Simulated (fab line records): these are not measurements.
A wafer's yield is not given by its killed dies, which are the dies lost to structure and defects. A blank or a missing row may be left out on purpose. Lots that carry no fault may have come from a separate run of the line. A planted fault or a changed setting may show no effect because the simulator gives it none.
fab line records ; flow sky130
[record] lots = 6; wafers = 18; last_day = 50
route steps=708 shown VT_ADJUST_HVTR@140 VT_ADJUST_PCH@143 PAD_OPEN@708
lots that met no fault: taken from a fault-free run of the same line
start_h: hours from the record's first day to the start of the lot's first wafer shown ; wait_h: hours since the lot's step before ; " repeats the value in the row above ; L1.1+2: one row covering several wafers at once ; - no value present, or no start provided ; * or withheld: withheld ; < > ~ a bound
route shown NAME@n: a module of which the file shows steps, and the number in the route of the first ; usual: the fault-free wafers' mean and standard deviation ; same: alike in all rows ; chamber/n: place in a boat ; sites: the reading at each site ; _std_site: the values' standard deviation ; _edge_site: mean of outer sites minus mean of inner sites ; radius_mm: how far each site lies from the wafer's centre ; mask NAME#n: copy n ; behind: the most recent tool/chamber to have shaped the wafer ; hold: why the lot went on hold/how many hours it stayed there/how the hold came to an end ; device: transistor that didn't switch, given as n, p or np ; end of line: the route-end tests of the same wafers ; for a step that has no rows: nothing shown but its recipe ; killed: the dies lost at the first sort to structure and to defects; this is not the yield of the wafer ; map: per-die view of a wafer (x killed, . not killed, _ where there is no die)
set.NAME: the setting that was run; set.NAME@STEP: the one run at that earlier step ; model.NAME: the simulator's own value behind a step, which no gauge read
lots at some steps of the route; a table a step, a row a wafer
services: from which hour (start_h, from the record's first day; less than 0 if before it) a tool's chamber was out of use, for how many hours, and why
[[steps]]
[step SKY_VT_ADJUST_HVTR_IMPLANT_09]
[recipe] species = B; energy_kev = 10; dose_cm2 = 2.1e+12; tilt_deg = withheld
[step SKY_VT_ADJUST_HVTR_STRIP_10]
[recipe] chemistry = O2/N2; power_w = 1400; pressure_mtorr = 1500; platen_temp_c = withheld; o2_flow_sccm = 3000; n2_flow_sccm = 300; overash_fraction = 0.5
[usual] drypump_motor_current_A = 5.6/0.41; oes_product_au = 0.717/0.0045; strip_time_to_endpoint_s = 14.16/0.04
lot.wafer;tool;chamber;start_h;wait_h;drypump_motor_current_A;oes_product_au;rf_hours_counter_h;strip_time_to_endpoint_s
L524.2;plasma_asher-03;0;206.80;0.1;6.1;0.722;9;14.13
L524.3;plasma_asher-03;1;206.80;0.1;5.0;0.717;-;14.12
L524.4;plasma_asher-03;0;206.80;0.1;6.2;0.713;-;14.11
L532.3;plasma_asher-03;1;262.40;0.1;5.0;0.721;-;14.15
L532.5;plasma_asher-03;1;262.40;0.1;5.0;0.713;-;14.14
L532.6;plasma_asher-03;0;262.40;0.1;6.1;0.714;-;14.10
L541.1;plasma_asher-04;0;331.10;0.1;5.5;0.726;67;14.22
L541.4;plasma_asher-04;1;331.10;0.1;5.3;0.717;-;14.22
L541.6;plasma_asher-04;1;331.10;0.1;5.3;0.722;-;14.21
L545.2;plasma_asher-01;1;352.13;0.1;5.7;0.718;69;14.08
L545.5;plasma_asher-01;0;352.13;0.1;5.9;0.715;-;14.12
L545.6;plasma_asher-01;1;352.13;0.1;5.7;0.721;-;14.10
L546.2;plasma_asher-01;1;360.51;0.1;5.7;0.714;70;14.20
L546.4;plasma_asher-01;0;360.51;0.1;5.9;0.718;-;14.16
L546.6;plasma_asher-01;1;360.51;0.1;5.7;0.720;-;14.16
L547.3;plasma_asher-04;0;370.02;0.1;5.5;0.708;-;14.12
L547.4;plasma_asher-04;1;370.02;0.1;5.3;0.725;-;14.10
L547.5;plasma_asher-04;0;370.02;0.1;5.4;0.724;-;14.13
[step SKY_VT_ADJUST_HVTR_TW_MEAS_11]
[usual] VT_ADJUST_HVTR_TW = 210.5/2.3
lot.wafer;tool;chamber;start_h;wait_h;VT_ADJUST_HVTR_TW
L524.2;film_metro-01;-;206.91;0.1;208.2
L524.3;film_metro-01;-;206.91;0.1;209.7
L524.4;film_metro-01;-;206.91;0.1;209.3
L532.3;film_metro-01;-;262.48;0.1;209.0
L532.5;film_metro-01;-;262.48;0.1;209.0
L532.6;film_metro-01;-;262.48;0.1;208.4
L541.1;film_metro-03;-;331.20;0.1;213.5
L541.4;film_metro-03;-;331.20;0.1;214.9
L541.6;film_metro-03;-;331.20;0.1;213.6
L545.2;film_metro-03;-;352.24;0.1;215.5
L545.5;film_metro-03;-;352.24;0.1;216.2
L545.6;film_metro-03;-;352.24;0.1;214.6
L546.2;film_metro-01;-;360.62;0.1;209.6
L546.4;film_metro-01;-;360.62;0.1;210.6
L546.6;film_metro-01;-;360.62;0.1;210.7
L547.3;film_metro-03;-;370.10;0.1;214.5
L547.4;film_metro-03;-;370.10;0.1;214.2
L547.5;film_metro-03;-;370.10;0.1;215.1
[step SKY_VT_ADJUST_PCH_DEHYDRATE_00]
[recipe] temp_c = 200; time_s = 60
[step SKY_VT_ADJUST_PCH_HMDS_01]
[recipe] prime_time_s = 60; prime_temp_c = 120
[step SKY_VT_ADJUST_PCH_COAT_02]
[recipe] spin_rpm = 2000; resist_thk_nm = 3000
[step SKY_VT_ADJUST_PCH_SOFTBAKE_03]
[recipe] temp_c = 110; time_s = withheld
[step SKY_VT_ADJUST_PCH_EXPOSE_04]
[recipe] mask_id = NWM; na = 0.6; source_shape = conventional; sigma_outer = 0.6; polarization = unpolarized; target_cd_nm = 840; dose_mj = 255
[step SKY_VT_ADJUST_PCH_PEB_05]
[recipe] temp_c = 115; time_s = withheld
[step SKY_VT_ADJUST_PCH_DEVELOP_06]
[recipe] wall_angle_deg = 90; developer = TMAH; develop_time_s = 60; dev_temp_c = 23
[step SKY_VT_ADJUST_PCH_OVL_MEAS_07]
[usual] VT_ADJUST_PCH_OVL = -0.6/1.2
lot.wafer;tool;chamber;start_h;wait_h;VT_ADJUST_PCH_OVL[nm]
L524.2;overlay-02;-;228.50;-;-0.2
L524.3;overlay-02;-;228.50;-;-1.6
L524.4;overlay-02;-;228.50;-;-1.4
L532.3;overlay-01;-;286.20;-;0.5
L532.5;overlay-01;-;286.20;-;-0.7
L532.6;overlay-01;-;286.20;-;-0.6
L541.1;overlay-02;-;357.84;-;-1.2
L541.4;overlay-02;-;357.84;-;-0.3
L541.6;overlay-02;-;357.84;-;-0.7
L545.2;overlay-02;-;379.61;-;-0.4
L545.5;overlay-02;-;379.61;-;-1.1
L545.6;overlay-02;-;379.61;-;0.2
L546.2;overlay-01;-;389.34;-;2.3
L546.4;overlay-01;-;389.34;-;1.1
L546.6;overlay-01;-;389.34;-;1.3
L547.3;overlay-01;-;398.55;-;-0.1
L547.4;overlay-01;-;398.55;-;-0.9
L547.5;overlay-01;-;398.55;-;1.5
[step SKY_VT_ADJUST_PCH_IMPLANT_08]
[recipe] species = B; energy_kev = 10; dose_cm2 = 5e+11; tilt_deg = withheld
[step SKY_VT_ADJUST_PCH_STRIP_09]
[recipe] chemistry = O2/N2; power_w = 1400; pressure_mtorr = 1500; platen_temp_c = withheld; o2_flow_sccm = 3000; n2_flow_sccm = 300; overash_fraction = 0.5
[usual] drypump_motor_current_A = 5.3/0.47; oes_product_au = 0.723/0.0041; strip_time_to_endpoint_s = 36.94/0.088
lot.wafer;tool;chamber;start_h;wait_h;drypump_motor_current_A;oes_product_au;rf_hours_counter_h;strip_time_to_endpoint_s
L524.2;plasma_asher-04;0;228.68;0.1;5.4;0.725;57;37.02
L524.3;plasma_asher-04;1;228.68;0.1;5.3;0.731;-;36.91
L524.4;plasma_asher-04;0;228.68;0.1;5.5;0.724;-;36.86
L532.3;plasma_asher-02;0;286.41;0.1;4.8;0.718;-;36.98
L532.5;plasma_asher-02;0;286.41;0.1;4.8;0.726;-;36.96
L532.6;plasma_asher-02;1;286.41;0.1;4.8;0.720;-;37.06
L541.1;plasma_asher-04;0;358.02;0.1;5.4;0.723;70;36.92
L541.4;plasma_asher-04;1;358.02;0.1;5.3;0.734;-;36.96
L541.6;plasma_asher-04;0;358.02;0.1;5.4;0.727;-;37.11
L545.2;plasma_asher-04;1;379.79;0.1;5.3;0.811;72;31.37
L545.5;plasma_asher-04;1;379.79;0.1;5.3;0.810;-;31.35
L545.6;plasma_asher-04;0;379.79;0.1;5.5;0.809;-;31.41
L546.2;plasma_asher-04;0;389.52;0.1;5.4;0.813;74;31.10
L546.4;plasma_asher-04;0;389.52;0.1;5.4;0.809;-;31.24
L546.6;plasma_asher-04;0;389.52;0.1;5.5;0.814;-;31.06
L547.3;plasma_asher-03;1;398.76;0.1;5.0;0.724;-;36.84
L547.4;plasma_asher-03;0;398.76;0.1;6.1;0.716;-;36.82
L547.5;plasma_asher-03;0;398.76;0.1;6.2;0.727;-;36.95
[step SKY_VT_ADJUST_PCH_TW_MEAS_10]
[usual] VT_ADJUST_PCH_TW = 143.3/1.3
lot.wafer;tool;chamber;start_h;wait_h;VT_ADJUST_PCH_TW
L524.2;film_metro-04;-;228.79;0.1;143.1
L524.3;film_metro-04;-;228.79;0.1;142.0
L524.4;film_metro-04;-;228.79;0.1;142.6
L532.3;film_metro-04;-;286.50;0.1;141.8
L532.5;film_metro-04;-;286.50;0.1;142.1
L532.6;film_metro-04;-;286.50;0.1;141.6
L541.1;film_metro-03;-;358.12;0.1;146.2
L541.4;film_metro-03;-;358.12;0.1;145.1
L541.6;film_metro-03;-;358.12;0.1;145.4
L545.2;film_metro-04;-;379.90;0.1;141.6
L545.5;film_metro-04;-;379.90;0.1;141.8
L545.6;film_metro-04;-;379.90;0.1;141.9
L546.2;film_metro-03;-;389.63;0.1;144.8
L546.4;film_metro-03;-;389.63;0.1;145.2
L546.6;film_metro-03;-;389.63;0.1;145.0
L547.3;film_metro-03;-;398.84;0.1;144.7
L547.4;film_metro-03;-;398.84;0.1;145.1
L547.5;film_metro-03;-;398.84;0.1;145.6
[step SKY_PAD_OPEN_PROBE_99]
[usual] killed_at_M0_to_M3 = 43/7.5; killed_at_M4_up = 3.3/1.9; killed_at_contacts = 24/4.6; killed_at_front_end = 16/4.9; killed_at_other = 0.2/0.46; killed_dies = 87/9.1; killed_open = 47/7.4; killed_short = 39/6.6
[same] gross_dies = 492; killed_at_back_side = 0
lot.wafer;tool;chamber;start_h;wait_h;killed_at_M0_to_M3;killed_at_M4_up;killed_at_contacts;killed_at_front_end;killed_at_other;killed_dies;killed_open;killed_short
L524.2;prober-01;-;1074.15;0.1;47;3;23;15;0;88;43;45
L524.3;prober-01;-;1074.20;0.2;42;4;35;13;0;94;56;38
L524.4;prober-01;-;1074.25;0.2;51;4;24;17;0;96;51;45
L532.3;prober-02;-;1122.65;0.2;37;1;18;18;0;74;39;34
L532.5;prober-02;-;1122.75;0.2;38;1;25;23;0;87;49;38
L532.6;prober-02;-;1122.80;0.2;38;2;24;20;0;84;47;37
L541.1;prober-01;-;1170.63;0.1;49;3;23;9;0;84;44;40
L541.4;prober-01;-;1170.78;0.2;54;3;21;14;0;92;61;31
L541.6;prober-01;-;1170.88;0.2;48;4;28;20;0;100;38;62
L545.2;prober-02;-;1182.28;0.1;48;6;24;5;0;83;46;37
L545.5;prober-02;-;1182.43;0.2;30;4;24;20;0;78;47;31
L545.6;prober-02;-;1182.48;0.2;34;2;25;13;0;74;46;28
L546.2;prober-02;-;1189.43;0.1;49;4;24;12;0;89;46;43
L546.4;prober-02;-;1189.53;0.2;43;5;19;21;0;88;40;48
L546.6;prober-02;-;1189.63;0.2;50;3;18;20;1;92;45;47
L547.3;prober-01;-;1190.40;0.2;29;2;25;15;0;71;32;39
L547.4;prober-01;-;1190.45;0.2;36;1;33;15;0;85;47;38
L547.5;prober-01;-;1190.50;0.2;37;7;28;13;0;85;40;44
// killed by level:class
L524.2 VIA1:geometric_particle:open=12 METAL1:geometric_particle:short=9 VIA1:geometric_particle:short=7 LI_CONTACT:geometric_particle:open=6 POLY_GATE:geometric_particle:open=5 LOCAL_INTERCONNECT:geometric_particle:short=5 CONTACT:geometric_particle:short=5 FIELD_ISO:geometric_particle:short=4
L524.3 CONTACT:geometric_particle:open=11 VIA1:geometric_particle:open=10 LI_CONTACT:geometric_particle:open=8 VIA2:geometric_particle:open=8 LI_CONTACT:geometric_particle:short=5 CONTACT:geometric_particle:short=5 VIA1:geometric_particle:short=5 VIA3:geometric_particle:open=5
L524.4 LI_CONTACT:geometric_particle:open=10 VIA2:geometric_particle:open=8 VIA1:geometric_particle:short=8 VIA1:geometric_particle:open=8 CONTACT:geometric_particle:open=7 VIA3:geometric_particle:short=6 VIA3:geometric_particle:open=5 FIELD_ISO:geometric_particle:short=4
L532.3 VIA1:geometric_particle:open=10 VIA2:geometric_particle:open=7 METAL2:geometric_particle:short=6 FIELD_ISO:geometric_particle:short=5 CONTACT:geometric_particle:open=5 VIA3:geometric_particle:open=5 POLY_GATE:geometric_particle:open=4 LOCAL_INTERCONNECT:geometric_particle:short=4
L532.5 VIA1:geometric_particle:open=10 CONTACT:geometric_particle:open=9 FIELD_ISO:geometric_particle:short=8 LI_CONTACT:geometric_particle:open=7 LOCAL_INTERCONNECT:geometric_particle:short=6 VIA3:geometric_particle:open=6 FIELD_ISO:geometric_particle:open=5 METAL1:geometric_particle:short=5
L532.6 FIELD_ISO:geometric_particle:open=8 LI_CONTACT:geometric_particle:open=7 METAL1:geometric_particle:short=7 VIA1:geometric_particle:open=7 POLY_GATE:geometric_particle:open=5 LOCAL_INTERCONNECT:geometric_particle:short=5 CONTACT:geometric_particle:open=5 VIA3:geometric_particle:open=5
L541.1 VIA1:geometric_particle:open=14 CONTACT:geometric_particle:open=10 VIA1:geometric_particle:short=8 METAL2:geometric_particle:short=8 LI_CONTACT:geometric_particle:open=7 FIELD_ISO:geometric_particle:short=5 VIA3:geometric_particle:short=4 LOCAL_INTERCONNECT:geometric_particle:short=3
L541.4 VIA1:geometric_particle:open=21 CONTACT:geometric_particle:open=9 METAL2:geometric_particle:short=6 VIA3:geometric_particle:open=6 LI_CONTACT:geometric_particle:open=5 FIELD_ISO:geometric_particle:open=4 POLY_GATE:geometric_particle:open=4 LI_CONTACT:geometric_particle:short=4
L541.6 CONTACT:geometric_particle:short=15 VIA1:geometric_particle:open=9 VIA1:geometric_particle:short=7 FIELD_ISO:geometric_particle:short=6 METAL2:geometric_particle:short=6 LOCAL_INTERCONNECT:geometric_particle:short=5 METAL2:geometric_particle:open=5 LI_CONTACT:geometric_particle:open=4
L545.2 VIA1:geometric_particle:open=11 VIA2:geometric_particle:open=9 CONTACT:geometric_particle:open=8 VIA3:geometric_particle:open=8 LI_CONTACT:geometric_particle:open=7 METAL1:geometric_particle:short=6 VIA2:geometric_particle:short=5 METAL2:geometric_particle:short=4
L545.5 VIA1:geometric_particle:open=8 CONTACT:geometric_particle:short=6 CONTACT:geometric_particle:open=6 POLY_GATE:geometric_particle:open=5 LI_CONTACT:geometric_particle:open=5 LOCAL_INTERCONNECT:geometric_particle:short=5 VIA3:geometric_particle:open=5 FIELD_ISO:geometric_particle:short=4
L545.6 VIA1:geometric_particle:open=10 LI_CONTACT:geometric_particle:open=9 VIA3:geometric_particle:open=8 CONTACT:geometric_particle:open=7 FIELD_ISO:geometric_particle:short=4 VIA1:geometric_particle:short=4 FIELD_ISO:geometric_particle:open=3 LOCAL_INTERCONNECT:geometric_particle:short=3
L546.2 VIA1:geometric_particle:open=12 LI_CONTACT:geometric_particle:open=8 VIA1:geometric_particle:short=7 METAL2:geometric_particle:short=7 VIA3:geometric_particle:open=6 CONTACT:geometric_particle:open=6 FIELD_ISO:geometric_particle:open=5 CONTACT:geometric_particle:short=5
L546.4 METAL1:geometric_particle:short=9 VIA1:geometric_particle:open=7 FIELD_ISO:geometric_particle:short=6 FIELD_ISO:geometric_particle:open=6 POLY_GATE:geometric_particle:short=6 CONTACT:geometric_particle:open=6 METAL2:geometric_particle:short=6 VIA3:geometric_particle:open=6
L546.6 VIA2:geometric_particle:open=9 VIA3:geometric_particle:open=8 METAL2:geometric_particle:short=7 VIA1:geometric_particle:short=7 FIELD_ISO:geometric_particle:short=5 CONTACT:geometric_particle:open=5 FIELD_ISO:geometric_particle:open=5 VIA1:geometric_particle:open=5
L547.3 CONTACT:geometric_particle:open=11 FIELD_ISO:geometric_particle:short=7 VIA1:geometric_particle:open=6 LI_CONTACT:geometric_particle:open=5 CONTACT:geometric_particle:short=5 VIA1:geometric_particle:short=4 LOCAL_INTERCONNECT:geometric_particle:short=4 METAL1:geometric_particle:short=4
L547.4 CONTACT:geometric_particle:open=11 VIA1:geometric_particle:open=11 FIELD_ISO:geometric_particle:open=7 LI_CONTACT:geometric_particle:open=7 LOCAL_INTERCONNECT:geometric_particle:short=5 CONTACT:geometric_particle:short=5 VIA2:geometric_particle:short=5 VIA1:geometric_particle:short=4
L547.5 CONTACT:geometric_particle:open=9 METAL1:geometric_particle:short=7 VIA1:geometric_particle:open=6 METAL4:geometric_particle:short=6 LI_CONTACT:geometric_particle:open=5 LOCAL_INTERCONNECT:geometric_particle:short=5 CONTACT:geometric_particle:short=5 VIA3:geometric_particle:open=5
[[services]]
tool;chamber;start_h;hours;kind
plasma_asher-02;-;206.37;21.0;repair
plasma_asher-03;-;212.21;0.8;repair
plasma_asher-01;-;225.24;1.5;repair
plasma_asher-02;-;227.35;12.8;pm
plasma_asher-02;-;260.84;16.8;repair
plasma_asher-04;-;276.32;5.2;repair
plasma_asher-01;-;314.20;3.8;repair
plasma_asher-01;-;362.75;33.5;repair
plasma_asher-04;-;390.04;14.6;pm
[[key]]
[first_sign] step = SKY_VT_ADJUST_PCH_STRIP_09; reading = strip_time_to_endpoint_s; direction = down; sigmas = 64; usual = *; struck = *
[effect] step = SKY_VT_ADJUST_PCH_STRIP_09; reading = oes_product_au; direction = up; sigmas = 21; usual = 0.723; struck = 0.811
met_at SKY_VT_ADJUST_PCH_STRIP_09
struck_wafers L545.2,L545.5,L545.6,L546.2,L546.4,L546.6
tester_left_out L545,L546
onset_between 358.02 379.79
[fault] kind = process_parameter_drift; tool = plasma_asher-04; chamber = -; onset_h = 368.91; steps = SKY_VT_ADJUST_PCH_STRIP_09; channel = power_w; offset = *; shape = step; end_h = 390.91; acts_in = *; stated = *
// tester_left_out: of these lots the tester's yield and bins aren't shown, on N5 and GAA mostly nor the transistor test; their killed dies are dies lost to structure and defects alone, not to doping, threshold or leakage, so they don't give the yield
